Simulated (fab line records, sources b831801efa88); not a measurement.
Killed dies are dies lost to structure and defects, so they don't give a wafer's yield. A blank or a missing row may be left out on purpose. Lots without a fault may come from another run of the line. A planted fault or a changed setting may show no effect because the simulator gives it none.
Chamber matching | flow gf180mcu | GF_V1_CVD_02 on pecvd-02: 3 sister chambers
The step deposits SiO2 from TEOS, target thk 850 nm, time 94.851 s. 14 wafers are shown with their chamber, then 7 later ones without.

WAFERS WITH THEIR CHAMBER
wafer  | chamber | heater_power_w (W)
L162.1 | 2       | 818
L162.3 | 0       | 784
L162.6 | 1       | 516
L167.1 | 0       | 662
L167.3 | 1       | 604
L167.4 | 1       | 519
L171.1 | 2       | 699
L171.2 | 0       | 683
L171.4 | 2       | 774
L175.1 | 2       | 750
L175.3 | 0       | 678
L175.6 | 1       | 528
L178.1 | 2       | 780
L178.4 | 1       | 625

SIGNATURES (means of the wafers above)
reading        | chamber 0 | chamber 1 | chamber 2 | scatter within a chamber
heater_power_w | 701.75    | 558.40    | 764.20    | 50.2
Rule: a wafer's distance from a chamber is the root of the sum, over the readings, of the square of ((its reading less the chamber's mean) divided by the reading's scatter). The wafer belongs to the nearest chamber; if the next one is less than 2 further off, it can't be placed. The scatter: the root of (the sum of the squares of (reading less its chamber's mean) over the shown wafers, divided by (wafers less chambers)).

WAFERS WITHOUT THEIR CHAMBER
wafer  | heater_power_w (W)
L178.5 | 626
L179.4 | 520
L179.5 | 648
L179.6 | 788
L180.1 | 567
L180.4 | 798
L180.5 | 729

WHICH CHAMBER EACH WENT THROUGH
wafer  | from the rows above          | in truth
L178.5 | can't be placed: 1 or 0 or 2 | 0
L179.4 | 1                            | 1
L179.5 | can't be placed: 0 or 1 or 2 | 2
L179.6 | can't be placed: 2 or 0      | 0
L180.1 | 1                            | 1
L180.4 | can't be placed: 2 or 0      | 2
L180.5 | can't be placed: 0 or 2      | 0
Placed correctly: 2 of 7. Can't be placed from these rows: 5 (the true chamber is among the candidates in 5). Placed wrongly: 0.
